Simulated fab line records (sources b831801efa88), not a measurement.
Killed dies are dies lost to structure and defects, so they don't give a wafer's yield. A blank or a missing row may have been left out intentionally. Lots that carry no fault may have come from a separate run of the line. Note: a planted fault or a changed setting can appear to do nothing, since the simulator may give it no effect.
Comparing a struck lot with a sound one + flow sky130 + 38 out of 708 route steps
Sound: wafers L199.2, L199.4, L199.5. The struck wafers were L210.2, L210.3, L210.5. The cause is given at the end.
Order at every step that has rows: each side's tool, ch and its chambers, its first start. Under that, the readings that differ: sound wafers + struck wafers + difference of the means + sigmas: that difference in standard deviations of wafers without a fault.
alike: a reading whose means differ by less than 2 such deviations, as well as words and numbers matching on both sides. not compared: withheld readings; readings where some wafer has no value; bounds like >300 that might hide an equal value; numbers whose values overlap and for which the record gives no deviation.
Wherever a step has rows on one side only, a row that says differs or no value, or a row with sigmas, the two part there. Numbers that don't overlap but have no deviation are shown without sigmas and don't part them. Lack of a reading on every wafer of one side parts them only where that side has two or more wafers.

first, 10 steps without rows for these wafers: SKY_GATE_OXIDE_COAT_05 (resist thk 1162 nm); SKY_GATE_OXIDE_SOFTBAKE_06 (time 60 s); SKY_GATE_OXIDE_EXPOSE_07 (exposes mask LVOM, target cd 600 nm); SKY_GATE_OXIDE_PEB_08; SKY_GATE_OXIDE_DEVELOP_09 (develop time 60 s); SKY_GATE_OXIDE_IMPLANT_11; SKY_GATE_OXIDE_WET_ETCH_12 (etches SiO2 in dHF, target depth 16.8 nm, time 336 s); SKY_GATE_OXIDE_STRIP_13 (strips in O2/N2); SKY_GATE_OXIDE_CLEAN_15 (cleans in SC1/SC2, time 150 s); SKY_GATE_OXIDE_OXIDATION_16 (stabilise 600 s, purge 300 s, target thk 3.57 nm).
SKY_POLY_GATE_CVD_00: deposits poly-Si, target thk 180 nm, time 720 s.
  sound on lpcvd-01 ch 1, day 15 20:31; struck on lpcvd-01 ch 1, day 20 03:55
| reading                                       | sound                | struck               | difference | sigmas |
|-----------------------------------------------|----------------------|----------------------|------------|--------|
| spike tc bottom C (C)                         | 640.3 639.5 639.6    | 627.4 624.8 625.1    | -14.0      | -11    |
| spike tc centre C (C)                         | 622.4 619.7 623.0    | 606.1 607.5 608.4    | -14.4      | -13    |
| spike tc lower C (C)                          | 621.2 621.8 622.9    | 606.0 604.8 608.1    | -15.7      | -13    |
| spike tc top C (C)                            | 642.3 641.5 640.3    | 627.6 625.6 626.7    | -14.7      | -7     |
| spike tc upper C (C)                          | 617.4 619.5 619.3    | 603.8 606.4 606.2    | -13.3      | -11    |
| susceptor temp C (C)                          | 619.72 619.44 619.84 | 605.20 605.39 605.77 | -14.21     | -55    |
| zone power bottom pct (%)                     | 13.49 13.43 13.60    | 12.83 12.74 12.76    | -0.73      | -6     |
| zone power centre pct (%)                     | 8.99 8.98 8.98       | 8.76 8.69 8.76       | -0.25      | -2     |
| model.poly-Si_of_POLY_GATE_CVD_00.thk nm (nm) | 178.8 180 181        | 129 128.7 127.7      | -51        |        |
SKY_POLY_GATE_THK_MEAS_01:
  sound on film metro-02 at day 15 21:43; struck on film metro-02 at day 20 05:44
| reading                   | sound             | struck            | difference | sigmas |
|---------------------------|-------------------|-------------------|------------|--------|
| POLY_GATE_CVD_00_THK (nm) | 178.8 179.9 181.0 | 129.0 128.8 127.8 | -51.4      | -32    |
then, 21 steps without rows for these wafers: SKY_RES_PROTECT_DEHYDRATE_00 (time 60 s); SKY_RES_PROTECT_HMDS_01 (prime time 60 s); SKY_RES_PROTECT_COAT_02 (resist thk 1140 nm); SKY_RES_PROTECT_SOFTBAKE_03 (time 60 s); SKY_RES_PROTECT_EXPOSE_04 (exposes mask RPM, target cd 1270 nm); SKY_RES_PROTECT_PEB_05; SKY_RES_PROTECT_DEVELOP_06 (develop time 60 s); SKY_POLY_GATE_IMPLANT_02; SKY_RES_PROTECT_STRIP_07 (strips in O2/N2); SKY_RES_PROTECT_CLEAN_09 (cleans in SC1/SC2, time 150 s); SKY_POLY_GATE_CVD_03 (deposits Si3N4 from DCS/NH3, target thk 75 nm, time 1290 s); SKY_POLY_GATE_DEHYDRATE_05 (time 60 s); SKY_POLY_GATE_HMDS_06 (prime time 60 s); SKY_POLY_GATE_COAT_07 (resist thk 110 nm); SKY_POLY_GATE_COAT_08 (resist thk 450 nm); SKY_POLY_GATE_SOFTBAKE_09 (time 90 s); SKY_POLY_GATE_EXPOSE_10 (exposes mask P1M, target cd 150 nm); SKY_POLY_GATE_PEB_11; SKY_POLY_GATE_DEVELOP_12 (develop time 60 s); SKY_POLY_GATE_ETCH_15 (etches BARC in N2/H2, stops on SiO2, time 118.5 s, target depth 110 nm); SKY_POLY_GATE_ETCH_16 (etches Si3N4 in CH3F/O2, stops on poly-Si, time 147.5 s, target depth 75 nm).
-- the record jumps here: 3 days lie between the struck wafers' starts before and after --
SKY_POLY_GATE_ETCH_17: etches poly-Si in HBr/Cl2, stops on SiO2, target depth 180 nm, time 70.5 s.
  sound on rie si-02 ch 0,3, day 18 12:02; struck on rie si-01 ch 0,2, day 22 22:17
| reading                               | sound             | struck            | difference | sigmas |
|---------------------------------------|-------------------|-------------------|------------|--------|
| drypump motor current A (A)           | 5.5 5.2 5.3       | 6.3 6.2 6.2       | +0.9       | +2     |
| oes product au (a.u.)                 | 0.979 0.984 0.977 | 0.791 0.785 0.783 | -0.194     | -28    |
| model.POLY_GATE.feature depth nm (nm) | 178.1 179.4 179   | 128.4 128.1 127.1 | -51.0      |        |
| model.etch.depth nm (nm)              | 178.1 179.4 179   | 128.4 128.1 127.1 | -51.0      |        |
  alike: throttle valve pct
  not compared: rf hours counter h
then, 2 steps without rows for these wafers: SKY_POLY_GATE_STRIP_18 (strips in O2/N2); SKY_POLY_GATE_CLEAN_19 (cleans in SC1/SC2, time 150 s).
-- a jump in the record: the struck wafers' starts before and after are 7 days apart (it breaks off in module POLY_GATE and resumes in module POLY_CUT, where the first step shown is number 318 of the route) --
SKY_POLY_CUT_ETCH_11: etches Si3N4 in CF4/CH2F2/Ar, stops on poly-Si, time 43.17 s, target depth 60 nm.
  sound on rie diel-02 ch 1,3, day 26 04:44; struck on rie diel-01 ch 0,1,2, day 30 08:35
| reading                                       | sound             | struck            | difference | sigmas |
|-----------------------------------------------|-------------------|-------------------|------------|--------|
| model.poly-Si_of_POLY_GATE_CVD_00.thk nm (nm) | 177.9 179.1 180.1 | 128.2 127.9 126.9 | -51.4      |        |
  alike: cf4 flow sccm, ch2f2 flow sccm, drypump motor current A, oes product au, throttle valve pct
  not compared: rf hours counter h
-- a jump in the record: the struck wafers' starts before and after are 20 days apart (it breaks off in module POLY_CUT and resumes in module PAD_OPEN, where the first step shown is number 708 of the route) --
SKY_PAD_OPEN_PROBE_99:
  sound on prober-02 at day 47 00:32; struck on prober-02 at day 50 01:06
| reading                             | sound             | struck            | difference | sigmas |
|-------------------------------------|-------------------|-------------------|------------|--------|
| model.etest.res high po.line ohm um | 726 741.4 725.4   | 1002 1022 1022    | +284       |        |
| model.etest.res poly.line ohm um    | 499.7 511.4 514.4 | 744.4 744.5 748   | +237.1     |        |
| model.etest.res high po.rs ohm sq   | 254.2 255.5 253   | 353.8 354.6 354.1 | +99.9      |        |
| model.etest.res poly.rs ohm sq      | 47.94 47.93 48.07 | 67.48 67.47 67.54 | +19.52     |        |
| model.etest.cap li to poly.c af um2 | 97.17 98.85 97.49 | 87.82 86.58 86.27 | -10.95     |        |
| model.etest.tip n.rs ohm sq         | 438 442.1 443.1   | 433.9 437.9 434.7 | -5.6       |        |
  alike: killed_at_M0_to_M3, killed_at_M4_up, killed at contacts, killed at front end, killed at other, killed dies, killed open, killed short
  not compared: model.etest.tip sonos.rs ohm sq, model.etest.res high po.rs ohm sq range

## WHERE THEY PART
At SKY_POLY_GATE_CVD_00 first; at SKY_POLY_GATE_ETCH_17 last (within this record only). Later steps at which nothing parts them and some readings are alike: SKY_POLY_CUT_ETCH_11, SKY_PAD_OPEN_PROBE_99.

WHY: the cause the simulator had injected
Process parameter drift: lpcvd-01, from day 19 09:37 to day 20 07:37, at SKY_POLY_GATE_CVD_00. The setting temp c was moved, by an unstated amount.
